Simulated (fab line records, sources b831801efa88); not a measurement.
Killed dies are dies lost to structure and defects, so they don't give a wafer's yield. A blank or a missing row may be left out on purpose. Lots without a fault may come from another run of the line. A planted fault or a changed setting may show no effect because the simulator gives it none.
Which tool did it? | flow sky130 | 10 lots, 30 wafers sampled, at 2 steps of a route of 708

WHAT THE GAUGES READ, wafer by wafer
SKY_FIELD_ISO_THK_MEAS_04.
lot  | measured    | on            | FIELD_ISO_CVD_03_THK (nm)
L175 | day 1 15:46 | film_metro-03 | 168.1 168.1 168.8
L176 | day 1 21:21 | film_metro-02 | 168.3 168.1 167.6
L180 | day 2 15:34 | film_metro-03 | 115.2 115.7 119.1 115.3 115.7 119.0
L181 | day 2 20:14 | film_metro-02 | 120.7 116.7 115.4 120.7 116.7 115.3
L182 | day 3 00:31 | film_metro-03 | 114.8 116.9 120.2 115.0 116.8 120.1
L194 | day 5 12:48 | film_metro-04 | 165.2 163.2 164.3
L195 | day 5 20:20 | film_metro-03 | 163.6 164.5 162.7
L196 | day 6 00:07 | film_metro-04 | 163.9 164.1 164.3
L197 | day 6 07:02 | film_metro-04 | 165.4 165.8 167.7
L198 | day 6 12:41 | film_metro-03 | 165.2 165.7 165.1

WHICH TOOL RAN EACH LOT (tool, then ch and the chambers of the sampled wafers, then the start)
lot  | SKY_FIELD_ISO_CVD_03
L175 | lpcvd-02 ch 0, day 1 13:05
L176 | lpcvd-02 ch 0, day 1 19:34
L180 | lpcvd-02 ch 0, day 2 13:46
L181 | lpcvd-02 ch 0, day 2 18:26
L182 | lpcvd-02 ch 0, day 2 22:41
L194 | lpcvd-02 ch 0, day 5 11:01
L195 | lpcvd-02 ch 0, day 5 18:33
L196 | lpcvd-02 ch 0, day 5 21:25
L197 | lpcvd-02 ch 1, day 6 04:21
L198 | lpcvd-02 ch 1, day 6 08:40
- SKY_FIELD_ISO_CVD_03: deposits Si3N4 from DCS/NH3, target thk 165 nm, time 2830 s.

THE ANSWER, worked out from the rows above alone
Rule: what is usual is taken from the lots themselves. Put in order of their means at a reading, lots are off if they are a third of the lots or fewer, leave a main group of 4 or more, and stand apart from it by a gap of 3 or more times the standard deviation of the main group's means; of several such gaps the widest counts. A main group whose means are all the same, to the digits that the tables above print for the reading, isn't used. A lot without any number at a reading at which 4 lots or more have one is off too. The other lots that the step has rows for count as sound.
Off: L180, L181, L182, at SKY_FIELD_ISO_THK_MEAS_04 (FIELD_ISO_CVD_03_THK). The main group: mean 165.7 nm, standard deviation 1.8.
A tool fits if, at a process step before that reading, it ran every lot that is off, and no sound lot after the first of them. The gauges at SKY_FIELD_ISO_THK_MEAS_04 are tried like those tools. None of those tried fits.

WHAT THE SIMULATOR HAD PUT IN
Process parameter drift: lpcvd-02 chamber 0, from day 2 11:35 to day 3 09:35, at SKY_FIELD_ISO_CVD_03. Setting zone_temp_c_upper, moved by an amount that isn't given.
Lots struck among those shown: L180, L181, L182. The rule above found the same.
